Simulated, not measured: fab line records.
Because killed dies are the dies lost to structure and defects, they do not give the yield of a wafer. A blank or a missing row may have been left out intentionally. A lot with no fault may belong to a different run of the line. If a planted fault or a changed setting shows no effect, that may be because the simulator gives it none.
fab line records -- flow sky130
record lots=6, wafers=18, last_day=50
route steps=708 shown LDD_N@249 LDD_P@255
lots untouched by any fault: they come from a run of this same line in which no faults occurred
start_h: the number of hours between the record's first day and the start of the first shown wafer of the lot -- wait_h: how many hours have passed since the lot's step before this one -- " identical to the entry in the row above -- L1.1+2: a row that stands for several wafers -- - no value present, or no start provided -- * or withheld: withheld -- < > ~ a bound
route shown NAME@n: names a module that has steps shown in the file, with the first one's number in the route -- usual: average and standard deviation across the fault-free wafers -- same: alike in all rows -- chamber/n: place in a boat -- sites: the reading at each site -- _std_site: the values' standard deviation -- _edge_site: mean of outer sites minus mean of inner sites -- radius_mm: how far each site lies from the wafer's centre -- mask NAME#n: copy n -- behind: tool/chamber where the wafer was last shaped -- hold: what put the lot on hold/how long, in hours/how the hold closed -- device: transistor that didn't switch, given as n, p or np -- end of line: the route-end tests of the same wafers -- for a step that has no rows: nothing shown but its recipe -- killed: not the wafer's yield, but the dies lost to structure and defects at the first sort -- map: dies across one wafer; x = killed, . = not, _ = none there
set.NAME: the setting that was run; set.NAME@STEP: the one run at that earlier step -- model.NAME: the simulator's own value behind a step, which no gauge read
certain route steps with their lots: each step a table, each wafer a row
services: from which hour (start_h, from the record's first day; less than 0 if before it) a tool's chamber was out of use, for how many hours, and why
## steps
# step SKY_LDD_N_IMPLANT_12
# recipe species=BF2, energy_kev=50, dose_cm2=5e+12, tilt_deg=30, rotation_deg=0
# step SKY_LDD_N_IMPLANT_13
# recipe species=BF2, energy_kev=50, dose_cm2=5e+12, tilt_deg=30, rotation_deg=90
# step SKY_LDD_N_IMPLANT_14
# recipe species=BF2, energy_kev=50, dose_cm2=5e+12, tilt_deg=30, rotation_deg=180
# step SKY_LDD_N_IMPLANT_15
# recipe species=BF2, energy_kev=50, dose_cm2=5e+12, tilt_deg=30, rotation_deg=270
# step SKY_LDD_N_STRIP_16
# recipe chemistry=O2/N2, power_w=1400, pressure_mtorr=1500, platen_temp_c=withheld, o2_flow_sccm=3000, n2_flow_sccm=300, overash_fraction=0.5
# usual drypump_motor_current_A=5.4/0.42, o2_flow_sccm=2998/9, oes_product_au=0.405/0.0046, strip_time_to_endpoint_s=4.311/0.015
# same overash_fraction=0.5
lot.wafer,tool,chamber,start_h,wait_h,drypump_motor_current_A,o2_flow_sccm,oes_product_au,rf_hours_counter_h,strip_time_to_endpoint_s
L170.1,plasma_asher-01,0,452.08,0.1,4.9,2996,0.406,2,4.313
L170.5,plasma_asher-01,0,452.08,0.1,4.9,2995,0.406,-,4.298
L170.6,plasma_asher-01,1,452.08,0.1,5.8,2985,0.398,-,4.292
L173.3,plasma_asher-01,0,479.27,0.1,4.9,3005,0.403,-,4.325
L173.4,plasma_asher-01,1,479.27,0.1,5.8,2985,0.410,-,4.324
L173.6,plasma_asher-01,0,479.27,0.1,4.9,3003,0.396,-,4.303
L176.1,plasma_asher-04,0,499.83,0.1,5.7,2991,0.396,34,4.294
L176.4,plasma_asher-04,1,499.83,0.1,5.1,3009,0.405,-,4.330
L176.5,plasma_asher-04,0,499.83,0.1,5.7,2983,0.404,-,4.323
L183.2,plasma_asher-01,0,569.74,0.1,4.9,3015,0.403,13,4.327
L183.5,plasma_asher-01,0,569.74,0.1,4.9,2988,0.402,-,4.301
L183.6,plasma_asher-01,1,569.74,0.1,5.8,3007,0.409,-,4.309
L186.1,plasma_asher-01,0,601.94,0.1,4.9,2990,0.406,16,4.318
L186.2,plasma_asher-01,1,601.94,0.1,5.8,2993,0.414,16,4.309
L186.6,plasma_asher-01,0,601.94,0.1,4.9,2983,0.404,-,4.323
L188.3,plasma_asher-01,1,610.38,0.1,5.8,3013,0.415,-,4.325
L188.4,plasma_asher-01,0,610.38,0.1,4.9,3005,0.411,-,4.350
L188.5,plasma_asher-01,1,610.38,0.1,5.8,2998,0.412,-,4.355
# step SKY_LDD_N_TW_MEAS_17
# usual LDD_N_TW=2578/24
lot.wafer,tool,chamber,start_h,wait_h,LDD_N_TW
L170.1,film_metro-02,-,452.18,0.1,2574
L170.5,film_metro-02,-,452.18,0.1,2566
L170.6,film_metro-02,-,452.18,0.1,2587
L173.3,film_metro-02,-,479.36,0.1,2573
L173.4,film_metro-02,-,479.36,0.1,2583
L173.6,film_metro-02,-,479.36,0.1,2562
L176.1,film_metro-02,-,499.93,0.1,2580
L176.4,film_metro-02,-,499.93,0.1,2579
L176.5,film_metro-02,-,499.93,0.1,2593
L183.2,film_metro-02,-,569.85,0.1,2570
L183.5,film_metro-02,-,569.85,0.1,2588
L183.6,film_metro-02,-,569.85,0.1,2567
L186.1,film_metro-02,-,602.04,0.1,2590
L186.2,film_metro-02,-,602.04,0.1,2583
L186.6,film_metro-02,-,602.04,0.1,2592
L188.3,film_metro-03,-,610.46,0.1,2597
L188.4,film_metro-03,-,610.46,0.1,2599
L188.5,film_metro-03,-,610.46,0.1,2608
# step SKY_LDD_P_DEHYDRATE_00
# recipe temp_c=200, time_s=60
# step SKY_LDD_P_HMDS_01
# recipe prime_time_s=60, prime_temp_c=120
# step SKY_LDD_P_COAT_02
# recipe resist=NOVOLAK, spin_rpm=3000, resist_thk_nm=1140
# step SKY_LDD_P_SOFTBAKE_03
# recipe temp_c=90, time_s=60, resist=NOVOLAK
# step SKY_LDD_P_EXPOSE_04
# recipe mask_id=PSDM, na=0.6, source_shape=conventional, sigma_outer=0.6, polarization=unpolarized, target_cd_nm=380, dose_mj=138
# step SKY_LDD_P_PEB_05
# recipe temp_c=withheld, time_s=*, resist=NOVOLAK
# step SKY_LDD_P_DEVELOP_06
# recipe resist=NOVOLAK, developer=TMAH, develop_time_s=60, dev_temp_c=23
lot.wafer,tool,chamber,start_h,wait_h
L170.1+5+6,litho_track-04,0,482.25,0.1
L173.3+4+6,litho_track-04,0,509.25,0.1
L176.1+4+5,litho_track-04,0,529.00,0.1
L183.2+5+6,litho_track-04,0,598.77,0.1
L186.1+2+6,litho_track-03,0,630.67,0.1
L188.3+4+5,litho_track-02,0,639.14,0.1
# step SKY_LDD_P_CD_MEAS_07
# recipe target_cd_nm=380
# usual cd_nm=379.7/2.3
lot.wafer,tool,chamber,start_h,wait_h,cd_nm
L170.1,cd_sem-02,-,482.40,0.1,377.7
L170.5,cd_sem-02,-,482.40,0.1,380.0
L170.6,cd_sem-02,-,482.40,0.1,379.5
L173.3,cd_sem-02,-,509.39,0.1,299.0
L173.4,cd_sem-02,-,509.39,0.1,299.7
L173.6,cd_sem-02,-,509.39,0.1,301.1
L176.1,cd_sem-01,-,529.15,0.1,314.0
L176.4,cd_sem-01,-,529.15,0.1,315.0
L176.5,cd_sem-01,-,529.15,0.1,315.1
L183.2,cd_sem-01,-,598.92,0.1,378.6
L183.5,cd_sem-01,-,598.92,0.1,379.6
L183.6,cd_sem-01,-,598.92,0.1,377.9
L186.1,cd_sem-02,-,630.82,0.1,379.6
L186.2,cd_sem-02,-,630.82,0.1,377.6
L186.6,cd_sem-02,-,630.82,0.1,378.7
L188.3,cd_sem-02,-,639.28,0.1,382.6
L188.4,cd_sem-02,-,639.28,0.1,381.9
L188.5,cd_sem-02,-,639.28,0.1,383.0
# step SKY_LDD_P_OVL_MEAS_08
# usual LDD_P_OVL=0.8/1.4
lot.wafer,tool,chamber,start_h,wait_h,LDD_P_OVL[nm]
L170.1,overlay-01,-,482.52,0.1,2.8
L170.5,overlay-01,-,482.52,0.1,1.6
L170.6,overlay-01,-,482.52,0.1,1.3
L173.3,overlay-01,-,509.48,0.1,-0.1
L173.4,overlay-01,-,509.48,0.1,-0.3
L173.6,overlay-01,-,509.48,0.1,-1.5
L176.1,overlay-01,-,529.27,0.1,-0.2
L176.4,overlay-01,-,529.27,0.1,0.6
L176.5,overlay-01,-,529.27,0.1,-1.0
L183.2,overlay-02,-,599.03,0.1,2.1
L183.5,overlay-02,-,599.03,0.1,2.2
L183.6,overlay-02,-,599.03,0.1,2.8
L186.1,overlay-02,-,630.94,0.1,-1.4
L186.2,overlay-02,-,630.94,0.1,-1.4
L186.6,overlay-02,-,630.94,0.1,-1.6
L188.3,overlay-02,-,639.37,0.1,-1.4
L188.4,overlay-02,-,639.37,0.1,-0.6
L188.5,overlay-02,-,639.37,0.1,0.2
## services
tool,chamber,start_h,hours,kind
plasma_asher-01,0,430.25,-,clean
plasma_asher-01,1,430.25,-,clean
plasma_asher-01,-,481.46,3.8,repair
plasma_asher-01,-,557.41,2.3,repair
plasma_asher-04,-,617.57,4.3,repair
## key
first_sign step=SKY_LDD_P_CD_MEAS_07, reading=cd_nm, direction=down, sigmas=32, usual=379.7, struck=307.3, through=control_loop
effect none on later readings
met_at SKY_LDD_P_DEVELOP_06
struck_wafers L173.3,L173.4,L173.6,L176.1,L176.4,L176.5
tester_left_out L173,L176
loop_trim step=SKY_LDD_P_EXPOSE_04, setting=dose, lots=L176
onset_between 482.25 509.25
fault kind=process_parameter_drift, tool=litho_track-04, chamber=-, onset_h=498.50, steps=SKY_LDD_P_DEVELOP_06, channel=develop_time_s, offset=*, shape=step, end_h=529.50, acts_in=*, stated=*
# tester_left_out: of these lots the tester's yield and bins aren't shown, on N5 and GAA mostly nor the transistor test; their killed dies are dies lost to structure and defects alone, not to doping, threshold or leakage, so they don't give the yield
# loop_trim: a control loop set the setting to another value than it would have without faults
